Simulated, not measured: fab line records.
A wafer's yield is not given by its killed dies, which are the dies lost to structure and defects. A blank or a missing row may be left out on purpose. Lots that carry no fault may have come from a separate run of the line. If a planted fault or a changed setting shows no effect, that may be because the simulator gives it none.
fab line records    flow sky130
record lots=24  wafers=72  last-day=50
route steps=708 shown SONOS_TUNNEL@166 LDD_HVN@276 LDD_LDN@302 POLY_CUT@316 LI_CONTACT@363 METAL2@499
lots that met no fault: taken from a fault-free run of the same line
start-h: start of the lot's first displayed wafer, in hours after the record's first day    wait-h: hours from the lot's prior step to this one    " unchanged from the row above    L1.1+2: a single row standing in for several wafers    - no value present, or no start provided    * or withheld: withheld    < > ~ a bound
route shown NAME@n: a module of which the file shows steps, and the number in the route of the first    usual: the fault-free wafers' mean and standard deviation    same: alike in all rows    chamber/n: place in a boat    sites: readings site by site    _std_site: the values' standard deviation    _edge_site: outer sites' mean less inner sites'    radius-mm: how far each site lies from the wafer's centre    mask NAME#n: copy n    behind: the last tool/chamber to shape the wafer    hold: why the lot was held/for how many hours/how that ended    device: the n, p or np transistor that did not switch    end of line: tests run on the same wafers once the route is complete    a step given without rows: its recipe and nothing more    killed: not the wafer's yield, but the dies lost to structure and defects at the first sort    map: per-die view of a wafer (x killed, . not killed, _ where there is no die)
set.NAME: setting as actually run; set.NAME@STEP: the setting as run at that earlier step    model.NAME: the simulator's own value behind a step, which no gauge read
one table for each step of the route and one row for each wafer, over a sample of lots
## steps
# step SKY_SONOS_TUNNEL_TW_MEAS_12
# usual SONOS_TUNNEL_TW=198.8/1.8
lot.wafer  tool           chamber  start-h  wait-h  SONOS_TUNNEL_TW
L074.2     film-metro-04  -        240.63   0.0     199.5
L074.4     "              -        "        "       198.6
L074.6     "              -        "        "       199.7
L076.1     film-metro-02  -        268.78   0.1     198.4
L076.3     "              -        "        "       198.8
L076.5     "              -        "        "       199.0
L075.3     film-metro-02  -        271.58   0.0     199.7
L075.4     "              -        "        "       199.9
L075.5     "              -        "        "       198.5
L078.1     film-metro-02  -        276.65   0.0     200.3
L078.5     "              -        "        "       199.2
L078.6     "              -        "        "       200.0
L077.1     film-metro-01  -        279.85   0.0     201.9
L077.4     "              -        "        "       202.2
L077.5     "              -        "        "       201.4
L079.2     film-metro-02  -        286.86   0.0     198.5
L079.3     "              -        "        "       199.4
L079.4     "              -        "        "       198.1
L080.1     film-metro-01  -        291.85   0.0     199.9
L080.2     "              -        "        "       200.5
L080.3     "              -        "        "       202.2
L081.2     film-metro-01  -        300.17   0.0     200.0
L081.5     "              -        "        "       201.2
L081.6     "              -        "        "       200.7
L082.1     film-metro-04  -        307.57   0.0     196.4
L082.2     "              -        "        "       196.3
L082.5     "              -        "        "       195.3
L083.3     film-metro-04  -        319.42   0.0     196.2
L083.4     "              -        "        "       196.1
L083.6     "              -        "        "       195.8
L084.1     film-metro-04  -        324.59   0.0     196.7
L084.4     "              -        "        "       196.5
L084.5     "              -        "        "       195.8
L085.4     film-metro-02  -        336.86   0.0     199.4
L085.5     "              -        "        "       198.3
L085.6     "              -        "        "       199.3
L086.1     film-metro-04  -        340.63   0.0     196.6
L086.3     "              -        "        "       197.6
L086.5     "              -        "        "       197.9
L087.1     film-metro-04  -        346.28   0.0     196.8
L087.3     "              -        "        "       197.5
L087.6     "              -        "        "       197.6
L088.3     film-metro-02  -        359.48   0.0     199.7
L088.5     "              -        "        "       199.4
L088.6     "              -        "        "       200.2
L090.1     film-metro-02  -        393.45   0.0     201.0
L090.3     "              -        "        "       199.0
L090.5     "              -        "        "       200.1
L089.1     film-metro-04  -        393.84   0.0     197.1
L089.2     "              -        "        "       197.3
L089.4     "              -        "        "       196.6
L091.4     film-metro-02  -        397.50   0.0     198.7
L091.5     "              -        "        "       198.2
L091.6     "              -        "        "       198.4
L093.1     film-metro-04  -        401.97   0.0     198.0
L093.2     "              -        "        "       197.1
L093.6     "              -        "        "       196.9
L092.1     film-metro-01  -        406.75   0.0     201.3
L092.3     "              -        "        "       200.4
L092.6     "              -        "        "       201.6
L094.3     film-metro-02  -        407.97   0.0     198.7
L094.4     "              -        "        "       198.7
L094.6     "              -        "        "       199.8
L096.1     film-metro-02  -        427.01   0.0     199.0
L096.4     "              -        "        "       197.3
L096.6     "              -        "        "       197.7
L095.1     film-metro-04  -        427.31   0.0     197.0
L095.2     "              -        "        "       198.0
L095.3     "              -        "        "       198.0
L097.2     film-metro-01  -        443.42   0.0     202.7
L097.5     "              -        "        "       202.4
L097.6     "              -        "        "       201.5
# step SKY_LDD_HVN_STRIP_09
# recipe chemistry=O2/N2  power-w=1400  pressure-mtorr=1500  platen-temp-c=withheld  o2-flow-sccm=3000  n2-flow-sccm=300  overash-fraction=0.5
# usual drypump-motor-current-A=5.8/0.37  oes-product-au=0.409/0.0044  strip-time-to-endpoint-s=4.134/0.014
lot.wafer  tool             chamber  start-h  wait-h  drypump-motor-current-A  oes-product-au  rf-hours-counter-h  strip-time-to-endpoint-s
L074.2     plasma-asher-04  0        452.72   0.1     6.3                      0.409           81                  4.123
L074.4     "                1        "        "       5.2                      0.412           -                   4.111
L074.6     "                0        "        "       6.3                      0.410           -                   4.130
L076.1     plasma-asher-03  1        483.83   0.1     5.8                      0.397           33                  4.127
L076.3     "                0        "        "       5.9                      0.399           -                   4.123
L076.5     "                0        "        "       5.9                      0.405           -                   4.121
L075.3     plasma-asher-03  1        488.76   0.1     5.8                      0.415           -                   4.117
L075.4     "                0        "        "       5.9                      0.409           -                   4.122
L075.5     "                1        "        "       5.7                      0.411           -                   4.124
L078.1     plasma-asher-03  1        495.28   0.1     5.8                      0.407           35                  4.129
L078.5     "                0        "        "       5.9                      0.411           -                   4.123
L078.6     "                1        "        "       5.8                      0.405           -                   4.121
L077.1     plasma-asher-03  1        501.82   0.1     5.7                      0.408           35                  4.170
L077.4     "                1        "        "       5.8                      0.403           -                   4.152
L077.5     "                0        "        "       5.9                      0.410           -                   4.155
L079.2     plasma-asher-01  1        515.68   0.1     5.8                      0.412           71                  4.139
L079.3     "                0        "        "       5.4                      0.415           -                   4.148
L079.4     "                1        "        "       5.8                      0.398           -                   4.151
L080.1     plasma-asher-04  1        518.78   0.1     5.3                      0.402           88                  4.139
L080.2     "                0        "        "       6.3                      0.401           88                  4.141
L080.3     "                0        "        "       6.3                      0.404           -                   4.116
L081.2     plasma-asher-03  1        523.97   0.1     5.8                      0.413           37                  4.129
L081.5     "                1        "        "       5.7                      0.408           -                   4.158
L081.6     "                0        "        "       5.9                      0.411           -                   4.143
L082.1     plasma-asher-03  0        533.78   0.1     5.9                      0.411           38                  4.127
L082.2     "                1        "        "       5.8                      0.408           38                  4.112
L082.5     "                0        "        "       5.9                      0.407           -                   4.131
L083.3     plasma-asher-03  0        541.66   0.1     5.9                      0.416           -                   4.118
L083.4     "                1        "        "       5.8                      0.409           -                   4.113
L083.6     "                1        "        "       5.7                      0.410           -                   4.110
L084.1     plasma-asher-03  1        563.33   0.1     5.8                      0.413           42                  4.150
L084.4     "                1        "        "       5.8                      0.405           -                   4.143
L084.5     "                1        "        "       5.8                      0.406           -                   4.132
L085.4     plasma-asher-04  1        563.51   0.1     5.2                      0.409           -                   4.133
L085.5     "                1        "        "       5.2                      0.419           -                   4.142
L085.6     "                0        "        "       6.3                      0.410           -                   4.149
L086.1     plasma-asher-01  1        568.53   0.1     5.9                      0.400           77                  4.155
L086.3     "                0        "        "       5.5                      0.414           -                   4.161
L086.5     "                0        "        "       5.5                      0.403           -                   4.129
L087.1     plasma-asher-04  1        570.18   0.1     5.3                      0.419           93                  4.152
L087.3     "                1        "        "       5.3                      0.413           -                   4.113
L087.6     "                1        "        "       5.3                      0.408           -                   4.154
L088.3     plasma-asher-04  1        584.11   0.1     5.3                      0.406           -                   4.145
L088.5     "                1        "        "       5.2                      0.405           -                   4.127
L088.6     "                0        "        "       6.3                      0.399           -                   4.126
L090.1     plasma-asher-04  0        616.83   0.1     6.3                      0.413           98                  4.147
L090.3     "                0        "        "       6.3                      0.414           -                   4.139
L090.5     "                1        "        "       5.3                      0.410           -                   4.131
L089.1     plasma-asher-04  1        618.62   0.1     5.2                      0.408           98                  4.113
L089.2     "                0        "        "       6.3                      0.412           98                  4.117
L089.4     "                0        "        "       6.3                      0.415           -                   4.117
L091.4     plasma-asher-03  1        622.40   0.1     5.8                      0.408           -                   4.120
L091.5     "                1        "        "       5.8                      0.410           -                   4.153
L091.6     "                0        "        "       5.8                      0.409           -                   4.140
L093.1     plasma-asher-03  1        630.18   0.1     5.8                      0.410           48                  4.143
L093.2     "                0        "        "       5.9                      0.411           48                  4.155
L093.6     "                1        "        "       5.7                      0.411           -                   4.151
L094.3     plasma-asher-04  0        634.05   0.1     6.3                      0.405           -                   4.145
L094.4     "                1        "        "       5.2                      0.407           -                   4.157
L094.6     "                1        "        "       5.3                      0.413           -                   4.141
L092.1     plasma-asher-04  1        635.22   0.1     5.2                      0.401           100                 4.138
L092.3     "                0        "        "       6.3                      0.404           -                   4.139
L092.6     "                0        "        "       6.3                      0.406           -                   4.128
L096.1     plasma-asher-03  0        648.18   0.1     5.9                      0.413           50                  4.130
L096.4     "                0        "        "       5.9                      0.410           -                   4.153
L096.6     "                0        "        "       5.9                      0.403           -                   4.126
L095.1     plasma-asher-04  0        650.33   0.1     6.3                      0.409           101                 4.153
L095.2     "                1        "        "       5.2                      0.405           101                 4.141
L095.3     "                0        "        "       6.3                      0.407           -                   4.134
L097.2     plasma-asher-04  1        666.13   0.1     5.2                      0.414           103                 4.113
L097.5     "                1        "        "       5.2                      0.405           -                   4.123
L097.6     "                0        "        "       6.3                      0.412           -                   4.120
# step SKY_LDD_LDN_TW_MEAS_13
# usual LDD_LDN_TW=1487/20
lot.wafer  tool           chamber  start-h  wait-h  LDD_LDN_TW
L074.2     film-metro-01  -        515.43   0.1     1512
L074.4     "              -        "        "       1505
L074.6     "              -        "        "       1510
L076.1     film-metro-01  -        544.87   0.1     1508
L076.3     "              -        "        "       1501
L076.5     "              -        "        "       1508
L075.3     film-metro-03  -        552.24   0.1     1464
L075.4     "              -        "        "       1470
L075.5     "              -        "        "       1457
L078.1     film-metro-03  -        555.93   0.1     1460
L078.5     "              -        "        "       1455
L078.6     "              -        "        "       1456
L077.1     film-metro-01  -        561.47   0.1     1511
L077.4     "              -        "        "       1520
L077.5     "              -        "        "       1516
L079.2     film-metro-04  -        576.28   0.1     1476
L079.3     "              -        "        "       1470
L079.4     "              -        "        "       1476
L080.1     film-metro-03  -        581.12   0.1     1462
L080.2     "              -        "        "       1447
L080.3     "              -        "        "       1460
L081.2     film-metro-01  -        585.08   0.1     1504
L081.5     "              -        "        "       1496
L081.6     "              -        "        "       1497
L082.1     film-metro-01  -        592.27   0.1     1508
L082.2     "              -        "        "       1501
L082.5     "              -        "        "       1505
L083.3     film-metro-03  -        599.64   0.1     1463
L083.4     "              -        "        "       1460
L083.6     "              -        "        "       1458
L084.1     film-metro-03  -        622.23   0.1     1473
L084.4     "              -        "        "       1467
L084.5     "              -        "        "       1470
L085.4     film-metro-03  -        622.60   0.1     1476
L085.5     "              -        "        "       1468
L085.6     "              -        "        "       1470
L086.1     film-metro-01  -        627.03   0.1     1509
L086.3     "              -        "        "       1498
L086.5     "              -        "        "       1509
L087.1     film-metro-01  -        628.23   0.1     1497
L087.3     "              -        "        "       1503
L087.6     "              -        "        "       1503
L088.3     film-metro-01  -        641.75   0.1     1501
L088.5     "              -        "        "       1507
L088.6     "              -        "        "       1504
L090.1     film-metro-04  -        674.38   0.1     1471
L090.3     "              -        "        "       1483
L090.5     "              -        "        "       1485
L089.1     film-metro-01  -        676.72   0.1     1502
L089.2     "              -        "        "       1512
L089.4     "              -        "        "       1507
L091.4     film-metro-03  -        680.65   0.1     1474
L091.5     "              -        "        "       1468
L091.6     "              -        "        "       1468
L093.1     film-metro-01  -        688.13   0.1     1515
L093.2     "              -        "        "       1504
L093.6     "              -        "        "       1493
L094.3     film-metro-03  -        692.04   0.1     1468
L094.4     "              -        "        "       1474
L094.6     "              -        "        "       1469
L092.1     film-metro-04  -        692.13   0.1     1477
L092.3     "              -        "        "       1475
L092.6     "              -        "        "       1473
L096.1     film-metro-01  -        706.22   0.1     1519
L096.4     "              -        "        "       1514
L096.6     "              -        "        "       1517
L095.1     film-metro-03  -        708.02   0.1     1478
L095.2     "              -        "        "       1485
L095.3     "              -        "        "       1480
L097.2     film-metro-04  -        723.38   0.1     1477
L097.5     "              -        "        "       1471
L097.6     "              -        "        "       1480
# step SKY_POLY_CUT_OVL_MEAS_09
# usual POLY_CUT_OVL=-4/6.2
lot.wafer  tool        chamber  start-h  wait-h  POLY_CUT_OVL[nm]
L074.2     overlay-02  -        545.87   0.1     5
L074.4     "           -        "        "       8
L074.6     "           -        "        "       5
L076.1     overlay-01  -        575.31   0.1     -1
L076.3     "           -        "        "       -1
L076.5     "           -        "        "       1
L075.3     overlay-01  -        583.57   0.1     -1
L075.4     "           -        "        "       -3
L075.5     "           -        "        "       -11
L078.1     overlay-01  -        588.51   0.1     1
L078.5     "           -        "        "       7
L078.6     "           -        "        "       -6
L077.1     overlay-02  -        592.36   0.1     14
L077.4     "           -        "        "       4
L077.5     "           -        "        "       13
L079.2     overlay-02  -        606.66   0.1     2
L079.3     "           -        "        "       -12
L079.4     "           -        "        "       3
L080.1     overlay-02  -        611.23   0.1     -12
L080.2     "           -        "        "       -11
L080.3     "           -        "        "       -10
L081.2     overlay-01  -        615.52   0.1     6
L081.5     "           -        "        "       3
L081.6     "           -        "        "       -3
L082.1     overlay-01  -        622.86   0.1     -6
L082.2     "           -        "        "       -4
L082.5     "           -        "        "       -12
L083.3     overlay-02  -        630.37   0.1     -7
L083.4     "           -        "        "       -10
L083.6     "           -        "        "       -14
L084.1     overlay-01  -        652.36   0.1     0
L084.4     "           -        "        "       2
L084.5     "           -        "        "       5
L085.4     overlay-02  -        653.73   0.1     -16
L085.5     "           -        "        "       -8
L085.6     "           -        "        "       -12
L086.1     overlay-01  -        656.41   0.1     4
L086.3     "           -        "        "       -3
L086.5     "           -        "        "       -5
L087.1     overlay-01  -        658.11   0.1     -3
L087.3     "           -        "        "       -1
L087.6     "           -        "        "       -8
L088.3     overlay-02  -        672.87   0.1     -2
L088.5     "           -        "        "       4
L088.6     "           -        "        "       5
L090.1     overlay-01  -        704.16   0.1     -9
L090.3     "           -        "        "       -5
L090.5     "           -        "        "       -3
L089.1     overlay-02  -        705.76   0.1     -9
L089.2     "           -        "        "       -6
L089.4     "           -        "        "       -4
L091.4     overlay-01  -        712.68   0.1     0
L091.5     "           -        "        "       -8
L091.6     "           -        "        "       -5
L093.1     overlay-01  -        718.26   0.1     9
L093.2     "           -        "        "       0
L093.6     "           -        "        "       2
L094.3     overlay-02  -        721.07   0.1     -8
L094.4     "           -        "        "       -13
L094.6     "           -        "        "       -14
L092.1     overlay-01  -        722.46   0.1     -6
L092.3     "           -        "        "       -10
L092.6     "           -        "        "       -6
L096.1     overlay-01  -        734.96   0.1     -12
L096.4     "           -        "        "       -2
L096.6     "           -        "        "       -5
L095.1     overlay-02  -        738.01   0.1     -7
L095.2     "           -        "        "       -6
L095.3     "           -        "        "       -4
L097.2     overlay-01  -        753.42   0.1     -11
L097.5     "           -        "        "       -8
L097.6     "           -        "        "       -11
# step SKY_LI_CONTACT_THK_MEAS_01
# recipe reads=PSG_of_LI_CONTACT_HDPCVD_00
# usual LI_CONTACT_HDPCVD_THK=926/9.8
lot.wafer  tool           chamber  start-h  wait-h  LI_CONTACT_HDPCVD_THK[nm]
L074.2     film-metro-03  -        633.72   0.1     907
L074.4     "              -        "        "       916
L074.6     "              -        "        "       914
L076.1     film-metro-04  -        663.15   0.1     929
L076.3     "              -        "        "       937
L076.5     "              -        "        "       928
L075.3     film-metro-03  -        670.09   0.1     922
L075.4     "              -        "        "       923
L075.5     "              -        "        "       928
L078.1     film-metro-03  -        676.28   0.1     928
L078.5     "              -        "        "       928
L078.6     "              -        "        "       932
L077.1     film-metro-04  -        680.03   0.1     928
L077.4     "              -        "        "       933
L077.5     "              -        "        "       928
L079.2     film-metro-04  -        693.40   0.1     935
L079.3     "              -        "        "       912
L079.4     "              -        "        "       914
L080.1     film-metro-04  -        697.85   0.1     927
L080.2     "              -        "        "       918
L080.3     "              -        "        "       928
L081.2     film-metro-04  -        702.87   0.1     921
L081.5     "              -        "        "       928
L081.6     "              -        "        "       915
L082.1     film-metro-04  -        709.90   0.1     941
L082.2     "              -        "        "       934
L082.5     "              -        "        "       919
L083.3     film-metro-02  -        717.22   0.1     909
L083.4     "              -        "        "       914
L083.6     "              -        "        "       913
L084.1     film-metro-03  -        738.75   0.1     927
L084.4     "              -        "        "       910
L084.5     "              -        "        "       918
L085.4     film-metro-04  -        740.19   0.0     906
L085.5     "              -        "        "       934
L085.6     "              -        "        "       927
L086.1     film-metro-03  -        741.80   0.1     932
L086.3     "              -        "        "       924
L086.5     "              -        "        "       917
L087.1     film-metro-04  -        744.25   0.1     920
L087.3     "              -        "        "       919
L087.6     "              -        "        "       932
L088.3     film-metro-02  -        757.34   0.1     919
L088.5     "              -        "        "       917
L088.6     "              -        "        "       922
L090.1     film-metro-03  -        786.21   0.1     948
L090.3     "              -        "        "       942
L090.5     "              -        "        "       934
L089.1     film-metro-04  -        787.86   0.1     917
L089.2     "              -        "        "       915
L089.4     "              -        "        "       923
L091.4     film-metro-02  -        794.34   0.0     938
L091.5     "              -        "        "       938
L091.6     "              -        "        "       936
L093.1     film-metro-03  -        799.70   0.1     918
L093.2     "              -        "        "       927
L093.6     "              -        "        "       929
L094.3     film-metro-03  -        801.44   0.1     934
L094.4     "              -        "        "       931
L094.6     "              -        "        "       921
L092.1     film-metro-02  -        802.92   0.1     934
L092.3     "              -        "        "       945
L092.6     "              -        "        "       934
L096.1     film-metro-04  -        814.22   0.1     933
L096.4     "              -        "        "       933
L096.6     "              -        "        "       934
L095.1     film-metro-03  -        815.66   0.1     929
L095.2     "              -        "        "       928
L095.3     "              -        "        "       932
L097.2     film-metro-04  -        829.56   0.1     927
L097.5     "              -        "        "       926
L097.6     "              -        "        "       917
# step SKY_METAL2_OVL_MEAS_16
# usual METAL2_OVL=2/4.3
lot.wafer  tool        chamber  start-h  wait-h  METAL2_OVL[nm]
L074.2     overlay-01  -        805.31   0.1     7
L074.4     "           -        "        "       5
L074.6     "           -        "        "       7
L076.1     overlay-01  -        828.26   0.1     2
L076.3     "           -        "        "       -4
L076.5     "           -        "        "       5
L075.3     overlay-02  -        833.82   0.1     -2
L075.4     "           -        "        "       1
L075.5     "           -        "        "       1
L078.1     overlay-02  -        839.91   0.1     -2
L078.5     "           -        "        "       4
L078.6     "           -        "        "       5
L077.1     overlay-01  -        847.41   0.1     8
L077.4     "           -        "        "       10
L077.5     "           -        "        "       8
L079.2     overlay-01  -        859.22   0.1     3
L079.3     "           -        "        "       2
L079.4     "           -        "        "       4
L080.1     overlay-02  -        860.16   0.1     -5
L080.2     "           -        "        "       -6
L080.3     "           -        "        "       -3
L081.2     overlay-02  -        865.16   0.1     -4
L081.5     "           -        "        "       0
L081.6     "           -        "        "       1
L082.1     overlay-01  -        870.91   0.1     0
L082.2     "           -        "        "       -2
L082.5     "           -        "        "       -5
L083.3     overlay-01  -        879.29   0.1     3
L083.4     "           -        "        "       -1
L083.6     "           -        "        "       1
L084.1     overlay-01  -        898.43   0.1     -1
L084.4     "           -        "        "       -1
L084.5     "           -        "        "       1
L085.4     overlay-01  -        899.08   0.1     5
L085.5     "           -        "        "       -3
L085.6     "           -        "        "       8
L086.1     overlay-01  -        899.61   0.1     -1
L086.3     "           -        "        "       -3
L086.5     "           -        "        "       4
L087.1     overlay-01  -        903.98   0.1     -1
L087.3     "           -        "        "       -4
L087.6     "           -        "        "       6
L088.3     overlay-01  -        913.72   0.1     5
L088.5     "           -        "        "       9
L088.6     "           -        "        "       7
L090.1     overlay-02  -        943.21   0.1     9
L090.3     "           -        "        "       4
L090.5     "           -        "        "       9
L089.1     overlay-02  -        945.11   0.1     5
L089.2     "           -        "        "       3
L089.4     "           -        "        "       4
L091.4     overlay-02  -        952.16   0.1     -2
L091.5     "           -        "        "       1
L091.6     "           -        "        "       2
L093.1     overlay-01  -        958.01   0.1     0
L093.2     "           -        "        "       -4
L093.6     "           -        "        "       3
L094.3     overlay-02  -        958.87   0.1     1
L094.4     "           -        "        "       0
L094.6     "           -        "        "       -2
L092.1     overlay-01  -        959.76   0.1     6
L092.3     "           -        "        "       7
L092.6     "           -        "        "       3
L096.1     overlay-02  -        971.56   0.1     2
L096.4     "           -        "        "       0
L096.6     "           -        "        "       1
L095.1     overlay-02  -        972.56   0.1     -2
L095.2     "           -        "        "       4
L095.3     "           -        "        "       0
L097.2     overlay-02  -        985.77   0.1     3
L097.5     "           -        "        "       9
L097.6     "           -        "        "       7
## key
fault none
